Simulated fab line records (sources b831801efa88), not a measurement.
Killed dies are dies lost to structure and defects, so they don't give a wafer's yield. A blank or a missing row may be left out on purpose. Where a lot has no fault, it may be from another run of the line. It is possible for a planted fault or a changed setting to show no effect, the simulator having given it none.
Which tool was responsible?    flow sky130    36 wafers from 12 lots sampled at 3 of the route's 708 steps

## WHAT THE GAUGES READ, wafer by wafer
SKY_FIELD_ISO_THK_MEAS_23.
lot   measured     on             FIELD_ISO_OXIDATION_01_THK (nm)
L128  day 2 08:49  film metro-04  9.91 9.93 9.84
L131  day 3 01:02  film metro-03  10.12 10.05 9.92
L132  day 3 05:04  film metro-03  9.80 10.06 10.12
L133  day 3 07:55  film metro-03  9.96 9.91 9.96
L134  day 3 13:52  film metro-01  9.88 9.95 9.87
L135  day 3 22:04  film metro-04  10.17 10.00 10.26
L136  day 4 00:49  film metro-04  9.96 10.06 9.97
L138  day 4 11:04  film metro-04  10.37 10.21 10.26
L141  day 5 01:38  film metro-01  10.45 10.46 10.33
L142  day 5 07:34  film metro-03  9.96 10.17 10.02
L144  day 5 18:20  film metro-01  9.74 9.91 9.99
L145  day 5 23:54  film metro-03  10.48 10.46 10.26

## EACH LOT AND THE TOOL THAT RAN IT (in order: tool; ch and the chambers of the sampled wafers; start)
lot   SKY_FIELD_ISO_ETCH_14              SKY_FIELD_ISO_ETCH_15
L128  rie diel-02 ch 0,1,3, day 2 07:06  rie diel-02 ch 0,1,3, day 2 07:08
L131  rie diel-02 ch 1,3, day 2 22:09    rie diel-02 ch 1,3, day 2 22:11
L132  rie diel-01 ch 0,2,3, day 3 01:29  rie diel-01 ch 0,2,3, day 3 01:32
L133  rie diel-01 ch 0,1,2, day 3 06:02  rie diel-01 ch 0,1,2, day 3 06:05
L134  rie diel-04 ch 0,1,2, day 3 11:06  rie diel-04 ch 0,1,2, day 3 11:08
L135  rie diel-01 ch 0,1,2, day 3 19:04  rie diel-01 ch 0,1,2, day 3 19:07
L136  rie diel-04 ch 1,2, day 3 21:59    rie diel-04 ch 1,2, day 3 22:02
L138  rie diel-02 ch 0,2, day 4 09:20    rie diel-02 ch 0,2, day 4 09:23
L141  rie diel-04 ch 0,2,3, day 4 23:54  rie diel-04 ch 0,2,3, day 4 23:56
L142  rie diel-01 ch 0,2,3, day 5 05:51  rie diel-01 ch 0,2,3, day 5 05:53
L144  rie diel-01 ch 1,2, day 5 15:53    rie diel-01 ch 1,2, day 5 15:56
L145  rie diel-04 ch 0,1,2, day 5 20:29  rie diel-04 ch 0,1,2, day 5 20:32
- SKY_FIELD_ISO_ETCH_14: etches BARC in N2/H2, stops on SiO2, time 45.9 s, target depth 60 nm.
- SKY_FIELD_ISO_ETCH_15: etches the open film in CHF3/O2, stops on Si, target depth 180 nm, time 72 s.

## AS READ BY THE TOOLS THEMSELVES (means over the sampled wafers that have a number; for cases with no such wafer, the mark the record gives instead)
SKY_FIELD_ISO_ETCH_14.
lot   tool         drypump motor current A (A)  oes product au (a.u.)  throttle valve pct (%)
L128  rie diel-02  5.8                          0.855                  13.225
L131  rie diel-02  5.6                          0.852                  13.225
L132  rie diel-01  5.8                          0.852                  13.221
L133  rie diel-01  5.5                          0.849                  13.228
L134  rie diel-04  5.7                          0.852                  13.220
L135  rie diel-01  5.5                          0.860                  13.228
L136  rie diel-04  5.4                          0.860                  13.223
L138  rie diel-02  5.8                          0.859                  13.228
L141  rie diel-04  6.0                          0.854                  13.227
L142  rie diel-01  5.8                          0.853                  13.228
L144  rie diel-01  5.1                          0.857                  13.218
L145  rie diel-04  5.7                          0.853                  13.216

SKY_FIELD_ISO_ETCH_15.
lot   tool         drypump motor current A (A)  oes product au (a.u.)  throttle valve pct (%)
L128  rie diel-02  5.8                          0.947                  8.839
L131  rie diel-02  5.6                          0.945                  8.843
L132  rie diel-01  5.8                          0.947                  8.855
L133  rie diel-01  5.4                          0.944                  8.844
L134  rie diel-04  5.7                          0.948                  8.839
L135  rie diel-01  5.4                          0.943                  8.844
L136  rie diel-04  5.4                          0.950                  8.845
L138  rie diel-02  5.8                          0.943                  8.838
L141  rie diel-04  6.0                          0.942                  8.837
L142  rie diel-01  5.7                          0.942                  8.834
L144  rie diel-01  5.0                          0.937                  8.835
L145  rie diel-04  5.7                          0.945                  8.838

## THE ANSWER, worked out from the rows above alone
Rule: what is usual is taken from the lots themselves. Put in order of their means at a reading, lots are off if they are a third of the lots or fewer, leave a main group of 4 or more, and stand apart from it by a gap of 3 or more times the standard deviation of the main group's means; of several such gaps the widest counts. A main group is skipped when, at the precision printed for the reading in the tables above, its means are all equal. Also off: a lot with no number at a reading for which 4 or more lots have one. All remaining lots with rows at the step are treated as sound. After the gauges, taken in route order, come the tools' own readings; for these a lot's mean is taken, as printed above. At the first step where some lot is off, the reading lying furthest off is the one used; lots without a number count as furthest.
No lot is off on any of the readings shown, so nothing can be concluded from this.

## WHAT WAS PUT IN BY THE SIMULATOR
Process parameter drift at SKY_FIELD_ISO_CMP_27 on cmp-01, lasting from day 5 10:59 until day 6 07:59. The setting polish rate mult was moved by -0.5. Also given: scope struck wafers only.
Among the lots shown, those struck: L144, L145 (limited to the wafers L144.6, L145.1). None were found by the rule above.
